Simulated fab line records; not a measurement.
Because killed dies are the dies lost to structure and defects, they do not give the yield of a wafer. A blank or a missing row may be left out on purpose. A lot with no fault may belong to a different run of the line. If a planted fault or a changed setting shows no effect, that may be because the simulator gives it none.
Lot-split experiment    flow sfqLine    5 lots, 23 wafers read, on a route of 325 steps

SPLIT DETAILS
At SFQ_TRILAYER_L0_LITHO_COAT_005 (resist thk 600 nm), the setting spinRpm was moved away from the recipe's 3000 rpm on 8 of the 23 wafers read, by -6.7% to -2.2%. For the rest of the wafers, this setting stayed at what the recipe calls for.

Reading taken at the split's own step.

THE READING
KrF_of_TRILAYER_L0_LITHO_COAT_005.thkNm (the simulator's own value, which no gauge read), in nm, at SFQ_TRILAYER_L0_LITHO_COAT_005 (resist thk 600 nm). There is no usual value for it anywhere in the file. The 15 wafers here that ran the recipe average 600.2 nm, standard deviation 2.1 nm.

wafer   tool, chamber at the split  spinRpm as run, rpm  against the recipe  KrF_of_TRILAYER_L0_LITHO_COAT_005.thkNm, nm  against lot-mates on the recipe
L074.1  lithoTrack-02, 0            3000                 recipe              602.5                                        -
L074.2  lithoTrack-02, 0            3000                 recipe              603.4                                        -
L074.4  lithoTrack-02, 0            3000                 recipe              603.9                                        -
L074.5  lithoTrack-02, 0            3000                 recipe              601.8                                        -
L074.6  lithoTrack-02, 0            3000                 recipe              603.2                                        -
L077.4  lithoTrack-04, 0            3000                 recipe              599.3                                        -
L077.5  lithoTrack-04, 0            3000                 recipe              597.8                                        -
L077.6  lithoTrack-04, 0            3000                 recipe              597.8                                        -
L078.1  lithoTrack-03, 0            2813                 -6.2%               621.4                                        +23.4
L078.2  lithoTrack-03, 0            3000                 recipe              598.9                                        -
L078.4  lithoTrack-03, 0            3000                 recipe              597.1                                        -
L078.5  lithoTrack-03, 0            2813                 -6.2%               619.5                                        +21.5
L078.6  lithoTrack-03, 0            2813                 -6.2%               618.4                                        +20.4
L080.1  lithoTrack-04, 0            2933                 -2.2%               607                                          +7.5
L080.3  lithoTrack-04, 0            2933                 -2.2%               605.8                                        +6.2
L080.5  lithoTrack-04, 0            2933                 -2.2%               605.8                                        +6.2
L080.4  lithoTrack-04, 0            3000                 recipe              600.2                                        -
L080.6  lithoTrack-04, 0            3000                 recipe              598.9                                        -
L084.1  lithoTrack-04, 0            2798                 -6.7%               620.2                                        +20.7
L084.2  lithoTrack-04, 0            2798                 -6.7%               619.4                                        +19.9
L084.3  lithoTrack-04, 0            3000                 recipe              599.9                                        -
L084.5  lithoTrack-04, 0            3000                 recipe              599.8                                        -
L084.6  lithoTrack-04, 0            3000                 recipe              598.9                                        -

THE FIT
A straight line over all 23 wafers: KrF_of_TRILAYER_L0_LITHO_COAT_005.thkNm changes by -3.03 nm for each +1% of spinRpm; r = -0.97; the points scatter about the line by 1.9 nm.
The same after taking each lot's own level away (the mean of its wafers on the recipe; 23 wafers): -3.27 nm for each +1%; r = -0.99; scatter 1.1 nm.
The reading moves by 22 nm for the largest change in spinRpm, on that fit.
Across the lots, their own levels run from 598.00 to 602.96 nm, a range of 2.3 times the standard deviation given above.
Consequently the slope shifts little with the lot-to-lot level, the two slopes agreeing.
Check: for one of the wafers moved furthest among these (-6.7%), held out of the fit, the line's prediction against its lot-mates is +22.3 nm. It came out at +20.7 nm against them.

THE FILE'S OWN FIT
KrF_of_TRILAYER_L0_LITHO_COAT_005.thkNm changes by -3.22 nm for each +1% of spinRpm, r = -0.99.
